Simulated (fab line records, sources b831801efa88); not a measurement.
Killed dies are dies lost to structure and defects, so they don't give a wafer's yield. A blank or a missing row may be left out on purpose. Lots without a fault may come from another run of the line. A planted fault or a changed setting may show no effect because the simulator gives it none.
Chamber matching | flow sfq_line | SFQ_TRILAYER_I0_CMP_CMP_028 on cmp-01: 4 sister chambers
The step polishes SiO2. 14 wafers are shown with their chamber, then 7 later ones without.

WAFERS WITH THEIR CHAMBER
wafer  | chamber | motor_current_A (A) | time_to_endpoint_s (s) | retaining_ring_pressure_frac
L965.2 | 1       | 10.9                | 220                    | 1.000
L965.3 | 0       | 9.5                 | 213                    | 0.992
L965.4 | 3       | 10.0                | 227                    | 1.007
L966.2 | 3       | 9.0                 | 216                    | 1.003
L966.3 | 1       | 10.4                | 236                    | 0.999
L966.5 | 2       | 9.6                 | 241                    | 0.998
L973.3 | 3       | 9.9                 | 207                    | 0.997
L973.4 | 0       | 9.9                 | 214                    | 1.003
L973.5 | 3       | 9.9                 | 207                    | 0.992
L974.3 | 2       | 9.5                 | 229                    | 1.006
L974.4 | 1       | 10.9                | 214                    | 1.005
L974.5 | 3       | 10.0                | 205                    | 1.014
L975.2 | 1       | 11.3                | 220                    | 0.998
L977.4 | 1       | 10.8                | 208                    | 1.004

SIGNATURES (means of the wafers above)
reading                      | chamber 0 | chamber 1 | chamber 2 | chamber 3 | scatter within a chamber
motor_current_A              | 9.700     | 10.860    | 9.550     | 9.760     | 0.351
time_to_endpoint_s           | 213.50    | 219.60    | 235.00    | 212.40    | 9.2
retaining_ring_pressure_frac | 0.99750   | 1.00120   | 1.00200   | 1.00260   | 0.00652
Rule: a wafer's distance from a chamber is the root of the sum, over the readings, of the square of ((its reading less the chamber's mean) divided by the reading's scatter). The wafer belongs to the nearest chamber; if the next one is less than 2 further off, it can't be placed. The scatter: the root of (the sum of the squares of (reading less its chamber's mean) over the shown wafers, divided by (wafers less chambers)).

WAFERS WITHOUT THEIR CHAMBER
wafer  | motor_current_A (A) | time_to_endpoint_s (s) | retaining_ring_pressure_frac
L978.1 | 11.0                | 209                    | 1.002
L985.2 | 9.6                 | 213                    | 1.001
L985.4 | 11.1                | 218                    | 1.000
L985.3 | 9.5                 | 211                    | 0.994
L986.1 | 10.4                | 210                    | 1.005
L986.3 | 9.7                 | 214                    | 0.993
L986.4 | 10.2                | 202                    | 1.003

WHICH CHAMBER EACH WENT THROUGH
wafer  | from the rows above               | in truth
L978.1 | 1                                 | 1
L985.2 | can't be placed: 3 or 0 or 2      | 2
L985.4 | 1                                 | 1
L985.3 | can't be placed: 0 or 3           | 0
L986.1 | can't be placed: 1 or 3 or 0 or 2 | 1
L986.3 | can't be placed: 0 or 3           | 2
L986.4 | can't be placed: 3 or 0 or 1      | 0
Placed correctly: 2 of 7. Can't be placed from these rows: 5 (the true chamber is among the candidates in 4). Placed wrongly: 0.
